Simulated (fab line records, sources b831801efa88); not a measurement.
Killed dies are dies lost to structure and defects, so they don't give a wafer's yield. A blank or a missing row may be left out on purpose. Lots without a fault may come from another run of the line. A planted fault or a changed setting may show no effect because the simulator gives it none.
fab line records | flow sky130 | part 2 of 2: steps 23 to 32 of 32
record lots=5 wafers=15 last_day=49
route steps=708 shown METAL1@451 VIA1@458
lots that met no fault: from a run of the same line without faults
start_h: hours from the record's first day to the start of the lot's first wafer shown | wait_h: hours since the lot's step before | " the same as in the row above | L1.1+2: a row that stands for several wafers | - no value, or no start given | * or withheld: withheld | < > ~ a bound
route shown NAME@n: a module of which the file shows steps, and the number in the route of the first | usual: mean/standard deviation of fault-free wafers | same: alike in all rows | chamber/n: place in a boat | sites: the reading at each site | _std_site: their standard deviation | _edge_site: outer sites' mean less inner sites' | radius_mm: how far each site lies from the wafer's centre | mask NAME#n: copy n | behind: the tool/chamber that last shaped the wafer | hold: why the lot was held/for how many hours/how that ended | device: the transistor (n, p or np) that didn't switch | end of line: the same wafers' tests at the end of the route | a step without rows: its recipe alone | killed: dies lost to structure and defects at the first sort, not the wafer's yield | map: a wafer's dies, x killed, . not, _ none there
set.NAME: the setting as run; set.NAME@STEP: as run at that earlier step | model.NAME: the simulator's own value behind a step, which no gauge read
lots at some steps of the route; a table a step, a row a wafer
services: from which hour (start_h, from the record's first day; less than 0 if before it) a tool's chamber was out of use, for how many hours, and why
## steps
# step SKY_VIA1_ETCH_15
# recipe target=SiO2 chemistry=C4F8/O2/Ar target_depth_nm=351 stop_on=TiN mask_material=KrF-thick source_w=1500 bias_w=1200 pressure_mtorr=40 c4f8_flow_sccm=withheld O2_flow_sccm=6 Ar_flow_sccm=300 time_s=54
# usual chamber_pressure_mTorr=40.00/0.036 oes_product_au=0.981/0.0055
# columns lot.wafer tool chamber start_h wait_h chamber_pressure_mTorr oes_product_au rf_hours_counter_h
L074.1 rie_diel-03 2 792.02 0.0 40.05 0.982 8
L074.4 " 2 " " 40.02 0.985 -
L074.5 " 0 " " 39.90 0.980 -
L078.1 rie_diel-01 0 823.27 0.0 39.96 0.982 26
L078.2 " 2 " " 39.97 0.979 3
L078.6 " 2 " " 39.98 0.986 -
L084.2 rie_diel-04 1 867.15 0.0 40.00 0.984 7
L084.3 " 2 " " 40.00 0.976 2
L084.6 " 3 " " 39.99 0.985 -
L092.1 rie_diel-04 2 927.13 0.0 40.00 0.980 3
L092.3 " 3 " " 40.04 0.977 11
L092.5 " 3 " " 40.01 0.984 -
L094.2 rie_diel-01 0 940.28 0.0 39.99 0.975 1
L094.5 " 3 " " 39.97 0.978 -
L094.6 " 2 " " 40.01 0.977 -
# step SKY_VIA1_STRIP_16
# recipe chemistry=O2/N2 power_w=1400 pressure_mtorr=1500 platen_temp_c=withheld o2_flow_sccm=3000 n2_flow_sccm=300 overash_fraction=0.5
# usual chamber_pressure_mTorr=1499.8/1.3 drypump_motor_current_A=5.8/0.52 oes_product_au=0.417/0.0045 strip_time_to_endpoint_s=4.475/0.022
# columns lot.wafer tool chamber start_h wait_h chamber_pressure_mTorr drypump_motor_current_A oes_product_au rf_hours_counter_h strip_time_to_endpoint_s
L074.1 plasma_asher-01 0 792.07 0.0 1499.6 5.3 0.419 35 4.430
L074.4 " 0 " " 1500.8 5.3 0.414 - 4.420
L074.5 " 0 " " 1501.4 5.3 0.414 - 4.428
L078.1 plasma_asher-02 0 823.32 0.0 1501.2 5.3 0.422 66 4.491
L078.2 " 1 " " 1501.7 5.7 0.423 66 4.512
L078.6 " 1 " " 1499.8 5.7 0.420 - 4.521
L084.2 plasma_asher-03 0 867.19 0.0 1501.8 6.7 0.426 103 4.477
L084.3 " 1 " " 1498.0 5.5 0.426 - 4.483
L084.6 " 0 " " 1499.5 6.7 0.414 - 4.466
L092.1 plasma_asher-03 0 927.18 0.0 1498.0 6.7 0.423 109 4.503
L092.3 " 0 " " 1500.1 6.7 0.421 - 4.506
L092.5 " 1 " " 1497.9 5.5 0.421 - 4.496
L094.2 plasma_asher-03 0 940.32 0.0 1499.6 6.7 0.418 110 4.491
L094.5 " 0 " " 1499.1 6.7 0.416 - 4.492
L094.6 " 1 " " 1496.6 5.6 0.420 - 4.484
# step SKY_VIA1_STRIP_17
# recipe chemistry=post_etch_residue_remover time_s=1200 temp_c=72.5
# columns lot.wafer tool chamber start_h wait_h
L074.1+4+5 wet_bench-01 1 792.17 0.1
L078.1+2+6 wet_bench-04 3 823.42 0.1
L084.2+3+6 wet_bench-01 2 867.29 0.1
L092.1+3+5 wet_bench-01 0 927.28 0.1
L094.2+5+6 wet_bench-01 3 940.42 0.1
# step SKY_VIA1_CLEAN_18
# recipe chemistry=IPA time_s=180 temp_c=25
# columns lot.wafer tool chamber start_h wait_h
L074.1+4+5 wet_bench-01 3 792.54 0.0
L078.1+2+6 wet_bench-01 3 823.76 0.0
L084.2+3+6 wet_bench-02 2 867.67 0.0
L092.1+3+5 wet_bench-02 0 927.62 0.0
L094.2+5+6 wet_bench-02 1 940.76 0.0
# step SKY_VIA1_CLEAN_19
# recipe chemistry=O3/DIW dry=n2_spin
# columns lot.wafer tool chamber start_h wait_h
L074.1+4+5 wet_bench-02 0 792.61 0.0
L078.1+2+6 wet_bench-02 1 823.83 0.0
L084.2+3+6 wet_bench-02 2 867.73 0.0
L092.1+3+5 wet_bench-02 0 927.68 0.0
L094.2+5+6 wet_bench-01 3 940.82 0.0
# step SKY_VIA1_SPUTTER_20
# recipe material=TiN target_thk_nm=20 chamber_pressure_pa=5 power_w=4000 time_s=80
# usual throttle_valve_pct=30.1/1.1
# columns lot.wafer tool chamber start_h wait_h throttle_valve_pct
L074.1 pvd_sputter-04 - 792.70 0.0 29.6
L074.4 " - " " 32.1
L074.5 " - " " 29.7
L078.1 pvd_sputter-03 - 823.92 0.0 31.4
L078.2 " - " " 30.1
L078.6 " - " " 31.8
L084.2 pvd_sputter-04 - 867.83 0.0 29.5
L084.3 " - " " 32.4
L084.6 " - " " 32.4
L092.1 pvd_sputter-04 - 927.77 0.0 30.5
L092.3 " - " " 30.1
L092.5 " - " " 30.7
L094.2 pvd_sputter-03 - 940.91 0.0 29.6
L094.5 " - " " 30.2
L094.6 " - " " 29.5
# step SKY_VIA1_CVD_21
# recipe material=W target_thk_nm=270 time_s=80.902 temp_c=400 pressure_torr=40
# usual heater_power_w=799/36
# columns lot.wafer tool chamber start_h wait_h heater_power_w
L074.1 cvd_w-02 0 792.76 0.0 798
L074.4 " 1 " " 823
L074.5 " 1 " " 826
L078.1 cvd_w-01 1 823.98 0.0 826
L078.2 " 0 " " 767
L078.6 " 1 " " 831
L084.2 cvd_w-02 0 867.89 0.0 793
L084.3 " 1 " " 855
L084.6 " 0 " " 766
L092.1 cvd_w-02 1 927.83 0.0 759
L092.3 " 0 " " 746
L092.5 " 0 " " 746
L094.2 cvd_w-01 0 940.98 0.0 745
L094.5 " 1 " " 823
L094.6 " 0 " " 773
# step SKY_VIA1_RS_MEAS_22
# recipe thk_meas_gauge=four-point-probe reads=W_of_VIA1_CVD_21+TiN_of_VIA1_SPUTTER_20
# usual VIA1_W_RS=0.427/0.0045
# columns lot.wafer tool chamber start_h wait_h VIA1_W_RS[ohm/sq]
L074.1 film_metro-01 - 792.85 0.1 0.428
L074.4 " - " " 0.430
L074.5 " - " " 0.431
L078.1 film_metro-03 - 824.07 0.1 0.419
L078.2 " - " " 0.422
L078.6 " - " " 0.422
L084.2 film_metro-03 - 868.00 0.1 0.435
L084.3 " - " " 0.425
L084.6 " - " " 0.430
L092.1 film_metro-03 - 927.92 0.1 0.429
L092.3 " - " " 0.425
L092.5 " - " " 0.423
L094.2 film_metro-01 - 941.09 0.1 0.435
L094.5 " - " " 0.430
L094.6 " - " " 0.436
# step SKY_VIA1_THK_MEAS_23
# recipe thk_meas_gauge=xrf reads=W_of_VIA1_CVD_21
# usual VIA1_W_THK=274/3.4
# columns lot.wafer tool chamber start_h wait_h VIA1_W_THK[nm]
L074.1 film_metro-01 - 792.97 0.1 272
L074.4 " - " " 273
L074.5 " - " " 273
L078.1 film_metro-03 - 824.19 0.1 280
L078.2 " - " " 276
L078.6 " - " " 279
L084.2 film_metro-03 - 868.11 0.1 267
L084.3 " - " " 274
L084.6 " - " " 271
L092.1 film_metro-03 - 928.04 0.1 271
L092.3 " - " " 277
L092.5 " - " " 275
L094.2 film_metro-01 - 941.20 0.1 269
L094.5 " - " " 271
L094.6 " - " " 269
# step SKY_VIA1_CMP_24
# recipe stop_on=SiO2 t_overpolish_s=15 down_force_psi=3.5 platen_rpm=60 target_thk_nm=0 pad_velocity_m_s=0.94248
# usual motor_current_A=10.6/0.77 overpolish_run_s=15.001/0.0092 slurry_filter_dp_kPa=13.50/0.13 time_to_endpoint_s=65.8/2.8
# columns lot.wafer tool chamber start_h wait_h motor_current_A overpolish_run_s slurry_filter_dp_kPa time_to_endpoint_s
L074.4 cmp-02 2 793.03 0.0 11.4 14.998 13.36 61.8
L074.1 " 3 " " 10.1 15.006 13.33 60.2
L074.5 " 2 " " 11.0 14.987 13.17 60.4
L078.2 cmp-02 3 824.25 0.0 10.2 14.987 13.34 67.0
L078.1 " 0 " " 10.1 15.003 13.66 68.9
L078.6 " 3 " " 9.8 15.001 13.60 68.4
L084.2 cmp-01 1 868.16 0.0 10.5 15.006 13.81 59.3
L084.3 " 2 " " 12.1 15.021 13.44 62.5
L084.6 " 2 " " 11.8 15.002 13.30 63.5
L092.1 cmp-02 0 928.15 0.1 9.7 14.990 13.37 61.3
L092.3 " 1 " " 11.1 14.999 13.40 65.8
L092.5 " 0 " " 9.8 14.992 13.51 66.1
L094.2 cmp-02 2 941.35 0.1 11.3 15.000 13.70 62.9
L094.5 " 0 " " 9.9 14.998 13.61 63.4
L094.6 " 1 " " 11.3 14.989 13.55 61.2
## services
# columns tool chamber start_h hours kind
cmp-02 - 744.23 4.0 pm
krf_scanner-02 - 747.85 4.4 pm
cmp-02 - 748.23 5.8 pm
rie_diel-01 - 755.00 0.5 repair
krf_scanner-02 - 761.04 4.0 pm
rie_metal-01 1 761.54 16.6 repair
cmp-02 - 771.17 0.5 repair
cmp-02 - 782.75 1.2 repair
rie_metal-03 1 788.59 12.4 repair
hdpcvd-01 1 794.70 7.3 repair
cvd_w-02 - 797.33 1.4 repair
krf_scanner-02 - 797.88 3.0 pm
hdpcvd-01 - 808.34 1.0 repair
plasma_asher-03 - 809.57 1.3 repair
cvd_w-02 0 811.18 2.8 repair
pvd_sputter-04 - 816.39 3.8 repair
cvd_w-02 - 821.80 0.6 repair
rie_diel-04 - 823.39 2.8 pm
cmp-02 - 848.53 23.0 pm
wet_bench-02 - 891.48 1.9 pm
plasma_asher-03 - 898.01 3.7 repair
cmp-02 - 922.67 2.3 repair
rie_diel-01 0 925.69 6.9 repair
rie_diel-04 3 931.92 11.7 repair
